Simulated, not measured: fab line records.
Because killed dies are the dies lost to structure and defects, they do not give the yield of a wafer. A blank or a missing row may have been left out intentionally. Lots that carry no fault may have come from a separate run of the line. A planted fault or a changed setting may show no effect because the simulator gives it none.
A lot that was struck, set against a sound lot -- flow sky130 -- 22 steps out of a route of 708
Sound: these wafers, L546.2, L546.3, L546.5. Wafers L549.1, L549.3, L549.5 were the ones struck. The cause comes at the end.
For every step that has rows: the tool of each side, followed by ch and its chambers, followed by its first start. Under that, the readings that differ: sound wafers -- struck wafers -- difference of the means -- sigmas: that difference in standard deviations of wafers without a fault.
alike: words and numbers the same on both sides, and readings whose means are apart by under 2 such deviations; not compared: readings that were withheld, readings missing a value for some wafer, numbers with overlapping values and no deviation given by the record, and bounds like >300 which may hide the same value.
A row with sigmas, a row that says differs or no value, or rows on one side alone: a step with any of these is where the two part. When numbers do not overlap yet have no deviation, they are printed without sigmas and do not part them. A reading that every wafer of one side lacks parts them only if that side has two wafers or more.

first, 2 steps without rows for these wafers: SKY_RES_PROTECT_DEVELOP_06 (develop time 60 s); SKY_POLY_GATE_IMPLANT_02.
SKY_RES_PROTECT_STRIP_07: strips in O2/N2.
  sound on plasma asher-02 ch 0, day 18 02:40; struck on plasma asher-03 ch 0,1, day 19 05:50
  alike: drypump motor current A, oes product au, strip time to endpoint s
  not compared: rf hours counter h
SKY_RES_PROTECT_TW_MEAS_08:
  sound on film metro-04, day 18 02:46; struck on film metro-02, day 19 05:56
  alike: POLY_GATE_TW
then, 2 steps without rows for these wafers: SKY_RES_PROTECT_CLEAN_09 (cleans in SC1/SC2, time 150 s); SKY_POLY_GATE_CVD_03 (deposits Si3N4 from DCS/NH3, target thk 75 nm, time 1290 s).
SKY_POLY_GATE_THK_MEAS_04:
  sound on film metro-03, day 18 05:32; struck on film metro-03, day 19 07:25
  alike: POLY_GATE_CVD_03_THK
then, 5 steps without rows for these wafers: SKY_POLY_GATE_DEHYDRATE_05 (time 60 s); SKY_POLY_GATE_HMDS_06 (prime time 60 s); SKY_POLY_GATE_COAT_07 (resist thk 110 nm); SKY_POLY_GATE_COAT_08 (resist thk 450 nm); SKY_POLY_GATE_SOFTBAKE_09 (time 90 s).
SKY_POLY_GATE_EXPOSE_10: exposes mask P1M, target cd 150 nm.
  sound on krf scanner-02 ch 0, day 18 20:05; struck on krf scanner-02 ch 0, day 19 22:43
reading,sound,struck,difference,sigmas
exposure dose mJ cm2,27.986 27.963 27.972,29.431 29.489 29.474,+1.491,+55
  alike: mask, focus offset nm
then, 2 steps without rows for these wafers: SKY_POLY_GATE_PEB_11; SKY_POLY_GATE_DEVELOP_12 (develop time 60 s).
SKY_POLY_GATE_CD_MEAS_13: target cd 150 nm.
  sound on cd sem-02, day 19 11:38; struck on cd sem-01, day 20 14:22
reading,sound,struck,difference,sigmas
cd nm (nm),148.5 149.0 147.5,141.6 141.5 141.4,-6.8,-6
SKY_POLY_GATE_OVL_MEAS_14:
  sound on overlay-02, day 19 11:44; struck on overlay-02, day 20 14:31
  alike: POLY_GATE_OVL
SKY_POLY_GATE_ETCH_15: etches BARC in N2/H2, stops on SiO2, time 118.5 s, target depth 110 nm.
  sound on rie diel-04 ch 1,2, day 19 11:46; struck on rie diel-01 ch 1,3, day 20 14:33
reading,sound,struck,difference,sigmas
model.POLY_GATE.cd nm (nm),147 149.8 145.9,139.1 139.7 139.3,-8.2,
  alike: drypump motor current A, oes product au, throttle valve pct
  not compared: rf hours counter h
SKY_POLY_GATE_ETCH_16: etches Si3N4 in CH3F/O2, stops on poly-Si, time 147.5 s, target depth 75 nm.
  sound on rie diel-04 ch 1,2, day 19 11:50; struck on rie diel-01 ch 1,3, day 20 14:38
  alike: drypump motor current A, oes product au, throttle valve pct
  not compared: rf hours counter h
SKY_POLY_GATE_ETCH_17: etches poly-Si in HBr/Cl2, stops on SiO2, target depth 180 nm, time 70.5 s.
  sound on rie si-01 ch 0,2, day 19 11:56; struck on rie si-02 ch 0,2,3, day 20 14:44
reading,sound,struck,difference,sigmas
model.POLY_GATE.cd nm (nm),148.2 146.8 142,139.2 137.8 136.6,-7.8,
  alike: drypump motor current A, he backside leak sccm, mfc cl2 sccm, oes product au, throttle valve pct
  not compared: rf hours counter h
SKY_POLY_GATE_STRIP_18: strips in O2/N2.
  sound on plasma asher-03 ch 1, day 19 12:00; struck on plasma asher-02 ch 1, day 20 14:47
reading,sound,struck,difference,sigmas
drypump motor current A (A),5.55 5.54 5.54,6.25 6.26 6.26,+0.71,+3
  alike: oes product au, strip time to endpoint s
  not compared: rf hours counter h
-- the record jumps here: 28 days lie between the struck wafers' starts before and after (it left off in module POLY_GATE and takes up again in module PAD_OPEN, whose first step shown is number 708 of the route) --
SKY_PAD_OPEN_PROBE_99:
  sound on prober-01, day 48 01:17; struck on prober-02, day 48 14:49
reading,sound,struck,difference,sigmas
model.etest.pfet_01v8.r on ohm um,2932 2906 2771,2742 2694 2726,-149,
model.etest.pfet g5v0d10v5.r on ohm um,4815 4752 4738,4729 4707 4736,-44,
model.etest.res poly.line ohm um,521.9 526.2 549.1,573.3 578.4 599.2,+51.2,
model.etest.nfet_01v8.r on ohm um,848.3 842.3 821.3,791.2 798.4 808.1,-38.1,
model.etest.sonos uncharged.r on ohm um,820.1 826.6 803,797 798.5 799.9,-18,
model.etest.res high po.line ohm um,749.6 755.2 738.8,799.2 783 794.3,+44.3,
model.etest.nfet_01v8_lvt.drive ua um,555.5 570.1 574,592.3 594.1 588.4,+25.1,
  alike: killed_at_M0_to_M3, killed_at_M4_up, killed at contacts, killed at front end, killed at other, killed dies, killed open, killed short
  not compared: model.etest.sram nfet pass.drive ua um

== WHERE THEY PART ==
First at SKY_POLY_GATE_EXPOSE_10; last, within this record, at SKY_POLY_GATE_STRIP_18. Later steps at which nothing parts them and some readings are alike: SKY_PAD_OPEN_PROBE_99.

WHY: what the simulator had put in
Process parameters drifting: krf scanner-02 at SKY_POLY_GATE_EXPOSE_10, beginning at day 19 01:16. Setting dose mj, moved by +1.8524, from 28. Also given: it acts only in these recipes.
